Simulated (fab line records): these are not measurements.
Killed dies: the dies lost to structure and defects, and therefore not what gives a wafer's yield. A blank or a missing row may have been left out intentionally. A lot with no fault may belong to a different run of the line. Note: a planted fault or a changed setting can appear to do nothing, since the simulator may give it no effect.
A lot that was struck, set against a sound lot :: flow sky130 :: 30 out of 708 route steps
Sound: the wafers L151.2, L151.5, L151.6. Wafers struck: L160.1, L160.2, L160.5. The cause comes at the end.
Per side, at each step with rows, come the tool, then ch with its chambers, and then its first start. Under that, the readings that differ: sound wafers :: struck wafers :: difference of the means :: sigmas: that difference in standard deviations of wafers without a fault.
alike: a reading whose means differ by less than 2 such deviations, as well as words and numbers matching on both sides. not compared: withheld readings; readings where some wafer has no value; bounds like >300 that might hide an equal value; numbers whose values overlap and for which the record gives no deviation.
A row with sigmas, a row that says differs or no value, or rows on one side alone: a step with any of these is where the two part. Non-overlapping numbers with no deviation appear without sigmas and do not part them. Lack of a reading on every wafer of one side parts them only where that side has two or more wafers.

first, 5 steps without rows for these wafers: SKY_SONOS_ONO_COAT_08 (resist thk 1140 nm); SKY_SONOS_ONO_SOFTBAKE_09 (time 60 s); SKY_SONOS_ONO_EXPOSE_10 (exposes mask ONOM, target cd 410 nm); SKY_SONOS_ONO_PEB_11; SKY_SONOS_ONO_DEVELOP_12 (develop time 60 s).
SKY_SONOS_ONO_CD_MEAS_13 targets a cd of 410 nm.
  sound on cd-sem-01, day 13 11:33; struck on cd-sem-01, day 16 16:43
  alike: cd-nm
SKY_SONOS_ONO_OVL_MEAS_14:
  sound on overlay-01, day 13 11:39; struck on overlay-02, day 16 16:50
  alike: SONOS_ONO_OVL
SKY_SONOS_ONO_ETCH_15: etches the open film in CHF3/O2, target depth 19.52 nm, time 7.8 s.
  sound on rie-diel-04 ch 1,2,3, day 13 11:41; struck on rie-diel-02 ch 1,2, day 16 16:52
reading: drypump-motor-current-A (A)
sound: 5.1 5.9 4.9
struck: 6.7 5.9 6.7
difference: +1.1
sigmas: +2
  alike: oes-product-au, throttle-valve-pct
  not compared: rf-hours-counter-h
then, 1 step without rows for these wafers: SKY_SONOS_ONO_WET_ETCH_16 (etches SiO2 in dHF, target depth 14 nm, time 280 s).
SKY_SONOS_ONO_STRIP_17: strips in O2/N2.
  sound on plasma-asher-01 ch 0,1, day 13 11:47; struck on plasma-asher-01 ch 0,1, day 16 16:59
reading: strip-time-to-endpoint-s (s)
sound: 14.03 14.05 14.07
struck: 14.13 14.13 14.14
difference: +0.08
sigmas: +2
  alike: drypump-motor-current-A, n2-flow-sccm, oes-product-au
  not compared: rf-hours-counter-h
then, 2 steps without rows for these wafers: SKY_SONOS_ONO_WET_ETCH_18 (etches Si3N4 in H3PO4, target depth 15 nm, time 172 s); SKY_GATE_OXIDE_CLEAN_00 (cleans in SC1/SC2, time 150 s).
SKY_GATE_OXIDE_OXIDATION_01: stabilise 600 s, purge 300 s, target thk 10.268 nm.
  sound on furnace-02 ch 0, day 13 12:23; struck on furnace-02 ch 0, day 16 21:25
  alike: ox-temp-c, zone-power-upper-pct
SKY_GATE_OXIDE_THK_MEAS_02:
  sound on film-metro-04, day 13 13:49; struck on film-metro-02, day 16 22:49
reading: GATE_OXIDE_OXIDATION_00_THK (nm)
sound: 9.05 9.26 9.25
struck: 15.62 16.01 15.54
difference: +6.54
sigmas: +34
then, 7 steps without rows for these wafers: SKY_GATE_OXIDE_DEHYDRATE_03 (time 60 s); SKY_GATE_OXIDE_HMDS_04 (prime time 60 s); SKY_GATE_OXIDE_COAT_05 (resist thk 1140 nm); SKY_GATE_OXIDE_SOFTBAKE_06 (time 60 s); SKY_GATE_OXIDE_EXPOSE_07 (exposes mask LVOM, target cd 600 nm); SKY_GATE_OXIDE_PEB_08; SKY_GATE_OXIDE_DEVELOP_09 (develop time 60 s).
SKY_GATE_OXIDE_OVL_MEAS_10:
  sound on overlay-01, day 14 16:02; struck on overlay-01, day 18 00:46
  alike: GATE_OXIDE_OVL
then, 2 steps without rows for these wafers: SKY_GATE_OXIDE_IMPLANT_11; SKY_GATE_OXIDE_WET_ETCH_12 (etches SiO2 in dHF, target depth 16.8 nm, time 336 s).
SKY_GATE_OXIDE_STRIP_13: strips in O2/N2.
  sound on plasma-asher-04 ch 0,1, day 14 16:25; struck on plasma-asher-01 ch 0,1, day 18 01:04
reading: drypump-motor-current-A (A)
sound: 5.50 5.80 5.51
struck: 6.52 6.00 6.50
difference: +0.74
sigmas: +2
  alike: n2-flow-sccm, oes-product-au, strip-time-to-endpoint-s
  not compared: rf-hours-counter-h
SKY_GATE_OXIDE_TW_MEAS_14:
  sound on film-metro-02, day 14 16:31; struck on film-metro-04, day 18 01:10
reading: GATE_OXIDE_TW
sound: 224.1 224.1 224.0
struck: 230.2 230.6 229.0
difference: +5.9
sigmas: +2
SKY_GATE_OXIDE_CLEAN_15: cleans in SC1/SC2, time 150 s.
  sound on wet-bench-01 ch 3, day 14 16:34; struck on wet-bench-01 ch 0, day 18 01:13
reading: model.SiO2_of_GATE_OXIDE_OXIDATION_01.thk-nm (nm)
sound: 8.726 8.927 8.919
struck: 15.28 15.69 15.15
difference: +6.52
sigmas: 
SKY_GATE_OXIDE_OXIDATION_16: stabilise 600 s, purge 300 s, target thk 3.57 nm.
  sound on furnace-02 ch 0, day 14 16:49; struck on furnace-01 ch 0, day 18 01:40
reading: ox-temp-c (C)
sound: 800.2 800.5 801.0
struck: 799.7 799.8 799.4
difference: -0.9
sigmas: -2

reading: zone-power-upper-pct (%)
sound: 14.4 14.5 14.5
struck: 11.6 11.6 11.7
difference: -2.8
sigmas: -2

reading: model.SiO2_of_GATE_OXIDE_OXIDATION_01.thk-nm (nm)
sound: 10.54 10.71 10.75
struck: 16.62 17 16.44
difference: +6.02
sigmas: 
then, 1 step without rows for these wafers: SKY_POLY_GATE_CVD_00 (deposits poly-Si, target thk 180 nm, time 720 s).
-- record jumps: 31 days separate the struck wafers' starts on either side; left off in module POLY_GATE, taken up again in module PAD_OPEN, whose first shown step is the route's number 708 --
SKY_PAD_OPEN_PROBE_99:
  sound on prober-02, day 46 14:25; struck on prober-01, day 48 14:31
reading: model.etest.nfet_16v.r-on-ohm-um
sound: 1.369e+04 1.373e+04 1.383e+04
struck: 1.709e+04 1.718e+04 1.697e+04
difference: +3.330e+03
sigmas: 

reading: model.etest.tip-sonos.rs-ohm-sq
sound: 2427 2473 2445
struck: 4614 4880 4515
difference: +2221
sigmas: 

reading: model.etest.pfet_16v.r-on-ohm-um
sound: 1.506e+04 1.508e+04 1.504e+04
struck: 1.74e+04 1.764e+04 1.738e+04
difference: +2.41e+03
sigmas: 

reading: model.etest.pfet-g5v0d10v5.r-on-ohm-um
sound: 4504 4500 4520
struck: 5844 5870 5832
difference: +1341
sigmas: 

reading: model.etest.nfet-g5v0d10v5.r-on-ohm-um
sound: 1777 1773 1803
struck: 2308 2331 2312
difference: +533
sigmas: 

reading: model.etest.tip-p.rs-ohm-sq
sound: 6874 6896 6863
struck: 7096 7138 7091
difference: +231
sigmas: 

reading: model.etest.nfet-g5v0d10v5.drive-ua-um
sound: 665.5 660.4 649.3
struck: 422.8 415.4 427.8
difference: -236.4
sigmas: 

reading: model.etest.pfet_01v8.r-on-ohm-um
sound: 2882 2868 2934
struck: 3026 3058 3085
difference: +162
sigmas: 
  alike: killed_at_M0_to_M3, killed_at_M4_up, killed-at-contacts, killed-at-front-end, killed-at-other, killed-dies, killed-open, killed-short

WHERE THEY PART
Last at SKY_GATE_OXIDE_OXIDATION_16 as far as this record goes, first at SKY_SONOS_ONO_ETCH_15. Later steps at which nothing parts them and some readings are alike: SKY_PAD_OPEN_PROBE_99.

WHY: the cause the simulator had injected
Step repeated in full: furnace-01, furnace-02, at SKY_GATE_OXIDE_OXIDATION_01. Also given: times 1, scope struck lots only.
